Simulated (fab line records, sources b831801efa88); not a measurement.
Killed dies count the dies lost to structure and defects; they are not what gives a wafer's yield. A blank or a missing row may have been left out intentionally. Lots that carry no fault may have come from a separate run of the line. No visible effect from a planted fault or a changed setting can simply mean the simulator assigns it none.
Problem report in the 8D (eight disciplines) form, filled by code    flow sky130    the parts of the form that need people (team, actions taken, sign-off) are left out

== 1. THE PROBLEM ==
VIA4_W_RS at SKY_VIA4_RS_MEAS_19 reads a mean of 0.2832 ohm/sq on 6 wafers of 2 lots; wafers without a fault read 0.2247 ohm/sq with a standard deviation of 0.0019. That puts it +31 standard deviations away from the usual mean.
The step: measures by four-point-probe.
The first sign was on wafer L197.4 at day 44 21:59, on film_metro-04. The record holds 30 wafers of 10 lots with a number at this step. By rule, "out" or "out of limits" means more than 4 standard deviations away from the usual mean. All remaining wafers that have a number are taken as sound.

== 2. WHAT IT IS AND WHAT IT IS NOT ==
question                     is                      is not
which readings at this step  VIA4_W_RS               -
which lots                   L197, L199              L191, L193, L194, L206, L208, L210, L211, L212
which wafers of those lots   all that have a number  -
read on which gauges         film_metro-04           film_metro-01, film_metro-03
when                         from day 44 21:59       up to then (9 sound wafers); but 15 sound wafers of L206, L208, L210, L211, L212 came after

== 3. SUSPECTS, AND WHAT RULES EACH OUT ==
Counting: any tool at a process step up to the reading is kept as a suspect provided that every lot that is out went through it and no sound lot did after the first of them.
- the gauge at SKY_VIA4_RS_MEAS_19 is ruled out. All the wafers that are out were read on film_metro-04, but those of them that SKY_VIA4_CVD_18 has rows for are out there too, on other tools.
- cvd_w-02 at SKY_VIA4_CVD_18 (deposits W, target thk 505 nm, time 152.14 s): kept. Every lot that is out went through it, starting with L197 (day 44 21:49), and after that it ran no sound lot; the last sound lot it ran before then is L194 (day 43 20:32). Out on those wafers are its own readings of susceptor_temp_C.
Remaining after the count: cvd_w-02 at SKY_VIA4_CVD_18.

== 4. THE CAUSE (what the simulator had put in) ==
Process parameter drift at SKY_VIA4_CVD_18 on cvd_w-02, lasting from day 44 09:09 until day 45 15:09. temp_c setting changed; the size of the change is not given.
Counting left only this tool.

== 5. SEQUENCE OF EFFECTS, ordered by route ==
Rows list readings where the struck wafers' mean (over those with a number) sits beyond 3 standard deviations from the usual. Readings are gone through only where the record gives a usual standard deviation; hours: the median, over the lots, of the time from a lot's start at the first step in this table giving one to that lot's start at this step; sigmas: the change measured in usual standard deviations.
hours  step                  reading             usual          on struck wafers  change   sigmas
0      SKY_VIA4_CVD_18       susceptor_temp_C    399.97 C       387.50            -12.47   -62
0      SKY_VIA4_RS_MEAS_19   VIA4_W_RS           0.2247 ohm/sq  0.2832            +0.0585  +31
0      SKY_VIA4_THK_MEAS_20  VIA4_W_THK          509 nm         400               -109     -18
0      SKY_VIA4_CMP_21       time_to_endpoint_s  125 s          99                -26      -5.4
Its process steps:
- SKY_VIA4_CVD_18: deposits W, target thk 505 nm, time 152.14 s.
- SKY_VIA4_CMP_21: polishes, stops on SiO2, t overpolish 25 s, target thk 0 nm.

== 6. HOW IT WOULD HAVE BEEN CAUGHT EARLIER ==
The first out-of-limits reading at a measuring or inspecting step in this record came at day 44 21:59, 13 hours after the fault's start at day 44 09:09.
At SKY_VIA4_CVD_18, the tool's own readings (susceptor_temp_C) were out on each struck wafer the step has a row for, so an alarm limit on them would have fired on the first such wafer.
Of the lots that are out (2), L199 began SKY_VIA4_CVD_18 on cvd_w-02 after day 44 21:59. A tool hold placed at that time would have kept it from harm.
